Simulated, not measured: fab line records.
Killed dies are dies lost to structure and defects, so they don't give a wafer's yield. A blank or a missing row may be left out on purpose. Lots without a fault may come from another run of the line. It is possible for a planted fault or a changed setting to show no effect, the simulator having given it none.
The tool behind it: which one? || flow sky130 || Sampling: 24 lots, 72 wafers, 6 of 708 route steps

WHAT EACH GAUGE READ, for each wafer
SKY_NWELL_TW_MEAS_15. Usual: for NWELL_TW the level is 1813 and the standard deviation is 15.
{"lot": "L074", "measured": "day 4 18:08", "on": "film metro-01", "NWELL_TW": "1826 1822 1829", "flag": ""}
{"lot": "L075", "measured": "day 4 20:11", "on": "film metro-02", "NWELL_TW": "1788 1788 1788", "flag": ""}
{"lot": "L076", "measured": "day 5 02:16", "on": "film metro-03", "NWELL_TW": "1796 1811 1808", "flag": ""}
{"lot": "L077", "measured": "day 5 04:34", "on": "film metro-02", "NWELL_TW": "1804 1805 1803", "flag": ""}
{"lot": "L078", "measured": "day 5 09:49", "on": "film metro-02", "NWELL_TW": "1819 1821 1816", "flag": ""}
{"lot": "L079", "measured": "day 5 21:13", "on": "film metro-01", "NWELL_TW": "1847 1836 1837", "flag": ""}
{"lot": "L080", "measured": "day 5 22:19", "on": "film metro-02", "NWELL_TW": "1818 1823 1812", "flag": ""}
{"lot": "L081", "measured": "day 6 02:26", "on": "film metro-02", "NWELL_TW": "1795 1791 1802", "flag": ""}
{"lot": "L082", "measured": "day 6 09:08", "on": "film metro-03", "NWELL_TW": "1819 1815 1820", "flag": ""}
{"lot": "L083", "measured": "day 6 14:52", "on": "film metro-02", "NWELL_TW": "1799 1803 1797", "flag": ""}
{"lot": "L084", "measured": "day 6 19:07", "on": "film metro-01", "NWELL_TW": "1819 1828 1829", "flag": ""}
{"lot": "L085", "measured": "day 7 01:07", "on": "film metro-02", "NWELL_TW": "1797 1797 1795", "flag": ""}
{"lot": "L086", "measured": "day 7 07:55", "on": "film metro-02", "NWELL_TW": "1783 1778 1794", "flag": ""}
{"lot": "L087", "measured": "day 7 13:34", "on": "film metro-03", "NWELL_TW": "1812 1826 1823", "flag": ""}
{"lot": "L088", "measured": "day 7 18:21", "on": "film metro-01", "NWELL_TW": "1830 1825 1825", "flag": ""}
{"lot": "L089", "measured": "day 7 22:17", "on": "film metro-01", "NWELL_TW": "1826 1837 1834", "flag": ""}
{"lot": "L090", "measured": "day 8 04:22", "on": "film metro-03", "NWELL_TW": "1813 1818 1827", "flag": ""}
{"lot": "L091", "measured": "day 8 13:29", "on": "film metro-01", "NWELL_TW": "1826 1821 1820", "flag": ""}
{"lot": "L092", "measured": "day 8 22:26", "on": "film metro-01", "NWELL_TW": "1808 1820 1822", "flag": ""}
{"lot": "L097", "measured": "day 10 13:55", "on": "film metro-03", "NWELL_TW": "1816 1800 1807", "flag": ""}
{"lot": "L094", "measured": "day 10 14:08", "on": "film metro-03", "NWELL_TW": "1802 1799 1801", "flag": ""}
{"lot": "L095", "measured": "day 10 15:04", "on": "film metro-03", "NWELL_TW": "1801 1805 1807", "flag": ""}
{"lot": "L096", "measured": "day 10 15:08", "on": "film metro-01", "NWELL_TW": "1819 1810 1815", "flag": ""}
{"lot": "L093", "measured": "day 10 15:26", "on": "film metro-03", "NWELL_TW": "1806 1815 1810", "flag": ""}

SKY_VT_ADJUST_NCORE_CD_MEAS_07 targets a cd of 380 nm. Usual: cd nm 380.2 nm, standard deviation 2.1.
{"lot": "L074", "measured": "day 8 14:11", "on": "cd sem-02", "cd nm (nm)": "378.2 377.4 378.1", "flag": ""}
{"lot": "L075", "measured": "day 8 16:11", "on": "cd sem-02", "cd nm (nm)": "380.9 377.4 379.2", "flag": ""}
{"lot": "L076", "measured": "day 8 23:30", "on": "cd sem-02", "cd nm (nm)": "378.7 378.6 380.7", "flag": ""}
{"lot": "L077", "measured": "day 9 00:39", "on": "cd sem-01", "cd nm (nm)": "385.4 385.4 383.9", "flag": ""}
{"lot": "L078", "measured": "day 9 06:35", "on": "cd sem-02", "cd nm (nm)": "379.9 382.3 382.2", "flag": ""}
{"lot": "L079", "measured": "day 9 21:46", "on": "cd sem-02", "cd nm (nm)": "376.0 380.7 381.3", "flag": ""}
{"lot": "L080", "measured": "day 9 22:56", "on": "cd sem-01", "cd nm (nm)": "377.6 378.9 377.3", "flag": ""}
{"lot": "L081", "measured": "day 10 04:07", "on": "cd sem-02", "cd nm (nm)": "380.1 380.9 378.4", "flag": ""}
{"lot": "L082", "measured": "day 10 12:29", "on": "cd sem-01", "cd nm (nm)": "380.1 379.1 379.9", "flag": ""}
{"lot": "L083", "measured": "day 10 22:20", "on": "cd sem-02", "cd nm (nm)": "382.1 381.9 382.0", "flag": ""}
{"lot": "L084", "measured": "day 11 05:57", "on": "cd sem-02", "cd nm (nm)": "384.1 381.8 381.9", "flag": ""}
{"lot": "L085", "measured": "day 11 12:11", "on": "cd sem-01", "cd nm (nm)": "381.4 380.8 380.2", "flag": ""}
{"lot": "L086", "measured": "day 11 21:16", "on": "cd sem-01", "cd nm (nm)": "379.9 378.5 378.5", "flag": ""}
{"lot": "L087", "measured": "day 12 02:17", "on": "cd sem-01", "cd nm (nm)": "380.2 379.2 381.0", "flag": ""}
{"lot": "L088", "measured": "day 12 10:35", "on": "cd sem-02", "cd nm (nm)": "383.7 381.9 383.6", "flag": ""}
{"lot": "L089", "measured": "day 12 12:26", "on": "cd sem-01", "cd nm (nm)": "382.1 382.3 382.1", "flag": ""}
{"lot": "L090", "measured": "day 12 22:35", "on": "cd sem-01", "cd nm (nm)": "379.1 380.2 381.0", "flag": ""}
{"lot": "L091", "measured": "day 13 10:01", "on": "cd sem-01", "cd nm (nm)": "378.5 380.3 380.3", "flag": ""}
{"lot": "L092", "measured": "day 13 18:36", "on": "cd sem-01", "cd nm (nm)": "380.4 380.6 382.7", "flag": ""}
{"lot": "L097", "measured": "day 15 19:11", "on": "cd sem-01", "cd nm (nm)": "378.8 380.3 380.4", "flag": ""}
{"lot": "L094", "measured": "day 15 20:56", "on": "cd sem-01", "cd nm (nm)": "380.1 378.7 379.0", "flag": ""}
{"lot": "L095", "measured": "day 15 21:27", "on": "cd sem-01", "cd nm (nm)": "379.7 379.5 381.2", "flag": ""}
{"lot": "L096", "measured": "day 15 22:10", "on": "cd sem-02", "cd nm (nm)": "381.5 381.7 381.9", "flag": ""}
{"lot": "L093", "measured": "day 15 22:49", "on": "cd sem-01", "cd nm (nm)": "378.1 377.2 376.2", "flag": ""}

SKY_VT_ADJUST_NCORE_OVL_MEAS_08. Usual: for VT_ADJUST_NCORE_OVL the level is 0.6 nm and the standard deviation is 1.4.
{"lot": "L074", "measured": "day 8 14:16", "on": "overlay-01", "VT_ADJUST_NCORE_OVL (nm)": "0.2 0.8 1.8", "flag": ""}
{"lot": "L075", "measured": "day 8 16:17", "on": "overlay-01", "VT_ADJUST_NCORE_OVL (nm)": "1.0 -0.6 -0.6", "flag": ""}
{"lot": "L076", "measured": "day 8 23:37", "on": "overlay-02", "VT_ADJUST_NCORE_OVL (nm)": "2.9 1.8 1.2", "flag": ""}
{"lot": "L077", "measured": "day 9 00:46", "on": "overlay-01", "VT_ADJUST_NCORE_OVL (nm)": "1.7 0.5 0.5", "flag": ""}
{"lot": "L078", "measured": "day 9 06:42", "on": "overlay-01", "VT_ADJUST_NCORE_OVL (nm)": "-0.9 -2.5 -1.2", "flag": ""}
{"lot": "L079", "measured": "day 9 21:52", "on": "overlay-02", "VT_ADJUST_NCORE_OVL (nm)": "0.3 1.0 0.8", "flag": ""}
{"lot": "L080", "measured": "day 9 23:04", "on": "overlay-02", "VT_ADJUST_NCORE_OVL (nm)": "1.3 1.3 0.9", "flag": ""}
{"lot": "L081", "measured": "day 10 04:13", "on": "overlay-01", "VT_ADJUST_NCORE_OVL (nm)": "1.5 0.4 1.5", "flag": ""}
{"lot": "L082", "measured": "day 10 12:35", "on": "overlay-01", "VT_ADJUST_NCORE_OVL (nm)": "1.2 0.0 3.1", "flag": ""}
{"lot": "L083", "measured": "day 10 22:28", "on": "overlay-01", "VT_ADJUST_NCORE_OVL (nm)": "-1.7 -1.3 -0.1", "flag": ""}
{"lot": "L084", "measured": "day 11 06:04", "on": "overlay-01", "VT_ADJUST_NCORE_OVL (nm)": "1.2 0.4 0.6", "flag": ""}
{"lot": "L085", "measured": "day 11 12:19", "on": "overlay-01", "VT_ADJUST_NCORE_OVL (nm)": "0.0 3.1 1.6", "flag": ""}
{"lot": "L086", "measured": "day 11 21:22", "on": "overlay-02", "VT_ADJUST_NCORE_OVL (nm)": "-0.4 2.3 1.4", "flag": ""}
{"lot": "L087", "measured": "day 12 02:25", "on": "overlay-01", "VT_ADJUST_NCORE_OVL (nm)": "0.7 -1.5 -2.3", "flag": ""}
{"lot": "L088", "measured": "day 12 10:43", "on": "overlay-02", "VT_ADJUST_NCORE_OVL (nm)": "-0.6 0.3 0.6", "flag": ""}
{"lot": "L089", "measured": "day 12 12:33", "on": "overlay-01", "VT_ADJUST_NCORE_OVL (nm)": "-0.2 0.6 -2.1", "flag": ""}
{"lot": "L090", "measured": "day 12 22:43", "on": "overlay-01", "VT_ADJUST_NCORE_OVL (nm)": "0.8 1.7 0.0", "flag": ""}
{"lot": "L091", "measured": "day 13 10:07", "on": "overlay-02", "VT_ADJUST_NCORE_OVL (nm)": "0.8 -0.2 -0.2", "flag": ""}
{"lot": "L092", "measured": "day 13 18:40", "on": "overlay-02", "VT_ADJUST_NCORE_OVL (nm)": "1.3 1.5 2.5", "flag": ""}
{"lot": "L097", "measured": "day 15 19:19", "on": "overlay-01", "VT_ADJUST_NCORE_OVL (nm)": "0.8 1.4 -0.3", "flag": ""}
{"lot": "L094", "measured": "day 15 21:01", "on": "overlay-01", "VT_ADJUST_NCORE_OVL (nm)": "1.2 1.1 2.8", "flag": ""}
{"lot": "L095", "measured": "day 15 21:34", "on": "overlay-02", "VT_ADJUST_NCORE_OVL (nm)": "1.8 1.2 2.5", "flag": ""}
{"lot": "L096", "measured": "day 15 22:16", "on": "overlay-02", "VT_ADJUST_NCORE_OVL (nm)": "1.1 -0.7 1.6", "flag": ""}
{"lot": "L093", "measured": "day 15 22:55", "on": "overlay-02", "VT_ADJUST_NCORE_OVL (nm)": "0.3 1.1 -0.9", "flag": ""}

SKY_SONOS_TUNNEL_TW_MEAS_12. Usual: for SONOS_TUNNEL_TW the level is 197.3 and the standard deviation is 1.3.
{"lot": "L074", "measured": "day 11 09:53", "on": "film metro-04", "SONOS_TUNNEL_TW": "197.8 198.2 197.5", "flag": ""}
{"lot": "L075", "measured": "day 11 11:09", "on": "film metro-01", "SONOS_TUNNEL_TW": "195.6 196.0 195.8", "flag": ""}
{"lot": "L076", "measured": "day 11 20:45", "on": "film metro-01", "SONOS_TUNNEL_TW": "195.4 195.5 196.4", "flag": ""}
{"lot": "L077", "measured": "day 11 21:56", "on": "film metro-01", "SONOS_TUNNEL_TW": "195.2 196.1 194.7", "flag": ""}
{"lot": "L078", "measured": "day 12 03:27", "on": "film metro-01", "SONOS_TUNNEL_TW": "195.4 195.9 195.1", "flag": ""}
{"lot": "L079", "measured": "day 12 21:12", "on": "film metro-04", "SONOS_TUNNEL_TW": "199.8 198.7 199.5", "flag": ""}
{"lot": "L080", "measured": "day 12 23:32", "on": "film metro-04", "SONOS_TUNNEL_TW": "199.8 200.1 198.7", "flag": ""}
{"lot": "L081", "measured": "day 13 04:52", "on": "film metro-04", "SONOS_TUNNEL_TW": "197.8 198.5 198.7", "flag": ""}
{"lot": "L082", "measured": "day 13 13:36", "on": "film metro-01", "SONOS_TUNNEL_TW": "196.4 194.5 196.4", "flag": ""}
{"lot": "L083", "measured": "day 13 23:22", "on": "film metro-04", "SONOS_TUNNEL_TW": "199.3 198.6 197.0", "flag": ""}
{"lot": "L084", "measured": "day 14 09:27", "on": "film metro-01", "SONOS_TUNNEL_TW": "196.0 197.4 196.7", "flag": ""}
{"lot": "L085", "measured": "day 14 16:02", "on": "film metro-01", "SONOS_TUNNEL_TW": "196.9 195.0 196.6", "flag": ""}
{"lot": "L086", "measured": "day 15 01:35", "on": "film metro-01", "SONOS_TUNNEL_TW": "196.2 196.0 195.8", "flag": ""}
{"lot": "L087", "measured": "day 15 08:28", "on": "film metro-04", "SONOS_TUNNEL_TW": "197.1 197.5 198.1", "flag": ""}
{"lot": "L088", "measured": "day 15 17:19", "on": "film metro-01", "SONOS_TUNNEL_TW": "196.5 197.4 196.3", "flag": ""}
{"lot": "L089", "measured": "day 15 20:23", "on": "film metro-04", "SONOS_TUNNEL_TW": "198.8 198.7 198.7", "flag": ""}
{"lot": "L090", "measured": "day 16 06:48", "on": "film metro-04", "SONOS_TUNNEL_TW": "197.7 197.8 198.1", "flag": ""}
{"lot": "L091", "measured": "day 16 18:59", "on": "film metro-01", "SONOS_TUNNEL_TW": "196.0 195.8 195.9", "flag": ""}
{"lot": "L092", "measured": "day 17 05:31", "on": "film metro-04", "SONOS_TUNNEL_TW": "197.7 197.6 197.1", "flag": ""}
{"lot": "L097", "measured": "day 19 12:51", "on": "film metro-04", "SONOS_TUNNEL_TW": "197.5 197.5 197.6", "flag": ""}
{"lot": "L094", "measured": "day 19 15:31", "on": "film metro-01", "SONOS_TUNNEL_TW": "197.3 196.6 198.2", "flag": ""}
{"lot": "L095", "measured": "day 19 15:55", "on": "film metro-04", "SONOS_TUNNEL_TW": "198.6 197.8 198.5", "flag": ""}
{"lot": "L096", "measured": "day 19 16:49", "on": "film metro-04", "SONOS_TUNNEL_TW": "198.3 198.3 197.7", "flag": ""}
{"lot": "L093", "measured": "day 19 17:08", "on": "film metro-04", "SONOS_TUNNEL_TW": "197.9 197.9 198.8", "flag": ""}

SKY_SONOS_ONO_THK_MEAS_03. Usual: for SONOS_ONO_CVD_02_THK the level is 10.58 nm and the standard deviation is 0.14.
{"lot": "L074", "measured": "day 11 12:25", "on": "film metro-03", "SONOS_ONO_CVD_02_THK (nm)": "10.90 10.77 10.93", "flag": ""}
{"lot": "L075", "measured": "day 11 15:17", "on": "film metro-04", "SONOS_ONO_CVD_02_THK (nm)": "10.72 10.53 10.65", "flag": ""}
{"lot": "L076", "measured": "day 11 23:50", "on": "film metro-01", "SONOS_ONO_CVD_02_THK (nm)": "10.73 10.62 10.50", "flag": ""}
{"lot": "L077", "measured": "day 12 02:40", "on": "film metro-03", "SONOS_ONO_CVD_02_THK (nm)": "10.59 10.63 10.58", "flag": ""}
{"lot": "L078", "measured": "day 12 08:13", "on": "film metro-04", "SONOS_ONO_CVD_02_THK (nm)": "10.26 10.47 10.31", "flag": ""}
{"lot": "L079", "measured": "day 13 01:47", "on": "film metro-01", "SONOS_ONO_CVD_02_THK (nm)": "10.67 10.49 10.49", "flag": ""}
{"lot": "L080", "measured": "day 13 02:52", "on": "film metro-03", "SONOS_ONO_CVD_02_THK (nm)": "10.61 10.74 10.64", "flag": ""}
{"lot": "L081", "measured": "day 13 11:56", "on": "film metro-04", "SONOS_ONO_CVD_02_THK (nm)": "10.51 10.46 10.46", "flag": ""}
{"lot": "L082", "measured": "day 13 18:11", "on": "film metro-01", "SONOS_ONO_CVD_02_THK (nm)": "10.55 10.45 10.50", "flag": ""}
{"lot": "L083", "measured": "day 14 08:07", "on": "film metro-01", "SONOS_ONO_CVD_02_THK (nm)": "10.68 10.55 10.59", "flag": ""}
{"lot": "L084", "measured": "day 14 15:26", "on": "film metro-04", "SONOS_ONO_CVD_02_THK (nm)": "10.56 10.44 10.46", "flag": ""}
{"lot": "L085", "measured": "day 14 18:39", "on": "film metro-04", "SONOS_ONO_CVD_02_THK (nm)": "10.55 10.56 10.68", "flag": ""}
{"lot": "L086", "measured": "day 15 06:23", "on": "film metro-04", "SONOS_ONO_CVD_02_THK (nm)": "10.52 10.41 10.60", "flag": ""}
{"lot": "L087", "measured": "day 15 12:18", "on": "film metro-04", "SONOS_ONO_CVD_02_THK (nm)": "10.54 10.62 10.67", "flag": ""}
{"lot": "L088", "measured": "day 15 20:31", "on": "film metro-03", "SONOS_ONO_CVD_02_THK (nm)": "10.64 10.70 10.74", "flag": ""}
{"lot": "L089", "measured": "day 16 01:55", "on": "film metro-04", "SONOS_ONO_CVD_02_THK (nm)": "10.76 10.59 10.77", "flag": ""}
{"lot": "L090", "measured": "day 16 09:23", "on": "film metro-04", "SONOS_ONO_CVD_02_THK (nm)": "10.60 10.51 10.63", "flag": ""}
{"lot": "L091", "measured": "day 16 23:28", "on": "film metro-04", "SONOS_ONO_CVD_02_THK (nm)": "10.37 10.36 10.51", "flag": ""}
{"lot": "L092", "measured": "day 17 09:56", "on": "film metro-01", "SONOS_ONO_CVD_02_THK (nm)": "10.50 10.62 10.65", "flag": ""}
{"lot": "L097", "measured": "day 19 15:23", "on": "film metro-04", "SONOS_ONO_CVD_02_THK (nm)": "10.30 10.38 10.36", "flag": ""}
{"lot": "L094", "measured": "day 19 18:02", "on": "film metro-03", "SONOS_ONO_CVD_02_THK (nm)": "10.49 10.61 10.58", "flag": ""}
{"lot": "L095", "measured": "day 19 21:11", "on": "film metro-01", "SONOS_ONO_CVD_02_THK (nm)": "10.55 10.51 10.70", "flag": ""}
{"lot": "L096", "measured": "day 19 21:13", "on": "film metro-04", "SONOS_ONO_CVD_02_THK (nm)": "10.73 10.64 10.70", "flag": ""}
{"lot": "L093", "measured": "day 19 21:12", "on": "film metro-03", "SONOS_ONO_CVD_02_THK (nm)": "10.70 10.69 10.64", "flag": ""}

WHAT TOOL EACH LOT RAN ON (gives the tool, then ch and the chambers of the sampled wafers, and finally the start)
{"lot": "L074", "SKY_NWELL_STRIP_14": "plasma asher-02 ch 0,1, day 4 18:02"}
{"lot": "L075", "SKY_NWELL_STRIP_14": "plasma asher-04 ch 0,1, day 4 20:06"}
{"lot": "L076", "SKY_NWELL_STRIP_14": "plasma asher-02 ch 0,1, day 5 02:10"}
{"lot": "L077", "SKY_NWELL_STRIP_14": "plasma asher-02 ch 0, day 5 04:28"}
{"lot": "L078", "SKY_NWELL_STRIP_14": "plasma asher-04 ch 0,1, day 5 09:43"}
{"lot": "L079", "SKY_NWELL_STRIP_14": "plasma asher-02 ch 0,1, day 5 21:07"}
{"lot": "L080", "SKY_NWELL_STRIP_14": "plasma asher-04 ch 0,1, day 5 22:13"}
{"lot": "L081", "SKY_NWELL_STRIP_14": "plasma asher-01 ch 0,1, day 6 02:22"}
{"lot": "L082", "SKY_NWELL_STRIP_14": "plasma asher-02 ch 0,1, day 6 09:02"}
{"lot": "L083", "SKY_NWELL_STRIP_14": "plasma asher-02 ch 0,1, day 6 14:46"}
{"lot": "L084", "SKY_NWELL_STRIP_14": "plasma asher-01 ch 0,1, day 6 19:01"}
{"lot": "L085", "SKY_NWELL_STRIP_14": "plasma asher-02 ch 0,1, day 7 01:01"}
{"lot": "L086", "SKY_NWELL_STRIP_14": "plasma asher-01 ch 0,1, day 7 07:49"}
{"lot": "L087", "SKY_NWELL_STRIP_14": "plasma asher-04 ch 0,1, day 7 13:28"}
{"lot": "L088", "SKY_NWELL_STRIP_14": "plasma asher-01 ch 0,1, day 7 18:13"}
{"lot": "L089", "SKY_NWELL_STRIP_14": "plasma asher-02 ch 1, day 7 22:10"}
{"lot": "L090", "SKY_NWELL_STRIP_14": "plasma asher-01 ch 0, day 8 04:16"}
{"lot": "L091", "SKY_NWELL_STRIP_14": "plasma asher-02 ch 0,1, day 8 13:22"}
{"lot": "L092", "SKY_NWELL_STRIP_14": "plasma asher-01 ch 0,1, day 8 22:20"}
{"lot": "L097", "SKY_NWELL_STRIP_14": "plasma asher-04 ch 0,1, day 10 13:49"}
{"lot": "L094", "SKY_NWELL_STRIP_14": "plasma asher-01 ch 0,1, day 10 14:03"}
{"lot": "L095", "SKY_NWELL_STRIP_14": "plasma asher-02 ch 1, day 10 14:58"}
{"lot": "L096", "SKY_NWELL_STRIP_14": "plasma asher-04 ch 0,1, day 10 15:01"}
{"lot": "L093", "SKY_NWELL_STRIP_14": "plasma asher-01 ch 0,1, day 10 15:19"}
- SKY_NWELL_STRIP_14: strips in O2/N2.

WHAT THE TOOLS THEMSELVES READ (means of the sampled wafers that have a number; where no wafer has one, the mark that the record gives instead)
SKY_NWELL_STRIP_14. Usual: drypump motor current A 6.0 A, standard deviation 0.57; oes product au 0.722 a.u., standard deviation 0.0046; strip time to endpoint s 36.94 s, standard deviation 0.088.
{"lot": "L074", "tool": "plasma asher-02", "drypump motor current A (A)": 5.7, "oes product au (a.u.)": 0.718, "strip time to endpoint s (s)": 36.90, "flag": ""}
{"lot": "L075", "tool": "plasma asher-04", "drypump motor current A (A)": 5.7, "oes product au (a.u.)": 0.725, "strip time to endpoint s (s)": 37.00, "flag": ""}
{"lot": "L076", "tool": "plasma asher-02", "drypump motor current A (A)": 6.1, "oes product au (a.u.)": 0.724, "strip time to endpoint s (s)": 36.89, "flag": ""}
{"lot": "L077", "tool": "plasma asher-02", "drypump motor current A (A)": 5.2, "oes product au (a.u.)": 0.723, "strip time to endpoint s (s)": 36.87, "flag": ""}
{"lot": "L078", "tool": "plasma asher-04", "drypump motor current A (A)": 5.7, "oes product au (a.u.)": 0.722, "strip time to endpoint s (s)": 36.87, "flag": ""}
{"lot": "L079", "tool": "plasma asher-02", "drypump motor current A (A)": 6.1, "oes product au (a.u.)": 0.720, "strip time to endpoint s (s)": 37.00, "flag": ""}
{"lot": "L080", "tool": "plasma asher-04", "drypump motor current A (A)": 6.1, "oes product au (a.u.)": 0.724, "strip time to endpoint s (s)": 36.93, "flag": ""}
{"lot": "L081", "tool": "plasma asher-01", "drypump motor current A (A)": 6.3, "oes product au (a.u.)": 0.721, "strip time to endpoint s (s)": 36.98, "flag": ""}
{"lot": "L082", "tool": "plasma asher-02", "drypump motor current A (A)": 5.6, "oes product au (a.u.)": 0.721, "strip time to endpoint s (s)": 36.96, "flag": ""}
{"lot": "L083", "tool": "plasma asher-02", "drypump motor current A (A)": 5.7, "oes product au (a.u.)": 0.722, "strip time to endpoint s (s)": 36.75, "flag": ""}
{"lot": "L084", "tool": "plasma asher-01", "drypump motor current A (A)": 6.0, "oes product au (a.u.)": 0.723, "strip time to endpoint s (s)": 36.98, "flag": ""}
{"lot": "L085", "tool": "plasma asher-02", "drypump motor current A (A)": 6.1, "oes product au (a.u.)": 0.723, "strip time to endpoint s (s)": 36.92, "flag": ""}
{"lot": "L086", "tool": "plasma asher-01", "drypump motor current A (A)": 6.0, "oes product au (a.u.)": 0.726, "strip time to endpoint s (s)": 36.99, "flag": ""}
{"lot": "L087", "tool": "plasma asher-04", "drypump motor current A (A)": 5.7, "oes product au (a.u.)": 0.720, "strip time to endpoint s (s)": 36.87, "flag": ""}
{"lot": "L088", "tool": "plasma asher-01", "drypump motor current A (A)": 6.0, "oes product au (a.u.)": 0.719, "strip time to endpoint s (s)": 36.98, "flag": ""}
{"lot": "L089", "tool": "plasma asher-02", "drypump motor current A (A)": 6.5, "oes product au (a.u.)": 0.723, "strip time to endpoint s (s)": 36.91, "flag": ""}
{"lot": "L090", "tool": "plasma asher-01", "drypump motor current A (A)": 5.8, "oes product au (a.u.)": 0.728, "strip time to endpoint s (s)": 36.99, "flag": ""}
{"lot": "L091", "tool": "plasma asher-02", "drypump motor current A (A)": 6.1, "oes product au (a.u.)": 0.720, "strip time to endpoint s (s)": 36.95, "flag": ""}
{"lot": "L092", "tool": "plasma asher-01", "drypump motor current A (A)": 6.0, "oes product au (a.u.)": 0.721, "strip time to endpoint s (s)": 37.04, "flag": ""}
{"lot": "L097", "tool": "plasma asher-04", "drypump motor current A (A)": 6.1, "oes product au (a.u.)": 0.717, "strip time to endpoint s (s)": 36.98, "flag": ""}
{"lot": "L094", "tool": "plasma asher-01", "drypump motor current A (A)": 6.0, "oes product au (a.u.)": 0.725, "strip time to endpoint s (s)": 36.87, "flag": ""}
{"lot": "L095", "tool": "plasma asher-02", "drypump motor current A (A)": 6.6, "oes product au (a.u.)": 0.724, "strip time to endpoint s (s)": 37.04, "flag": ""}
{"lot": "L096", "tool": "plasma asher-04", "drypump motor current A (A)": 6.1, "oes product au (a.u.)": 0.722, "strip time to endpoint s (s)": 36.97, "flag": ""}
{"lot": "L093", "tool": "plasma asher-01", "drypump motor current A (A)": 6.3, "oes product au (a.u.)": 0.718, "strip time to endpoint s (s)": 36.97, "flag": ""}

THE ANSWER, worked out from the rows above alone
Rule: a lot is off if the mean of its wafers that have a number lies more than 3 standard deviations from the usual mean. Also off: a lot with no number at a reading for which 4 or more lots have one. All remaining lots with rows at the step are treated as sound. First the gauges in route order, then the tools' own readings, where a lot's mean is used as printed above. At the first step where some lot is off, the reading lying furthest off is the one used; lots without a number count as furthest.
None of the lots is off at any reading shown; this tells nothing.

WHAT HAD BEEN PUT IN BY THE SIMULATOR
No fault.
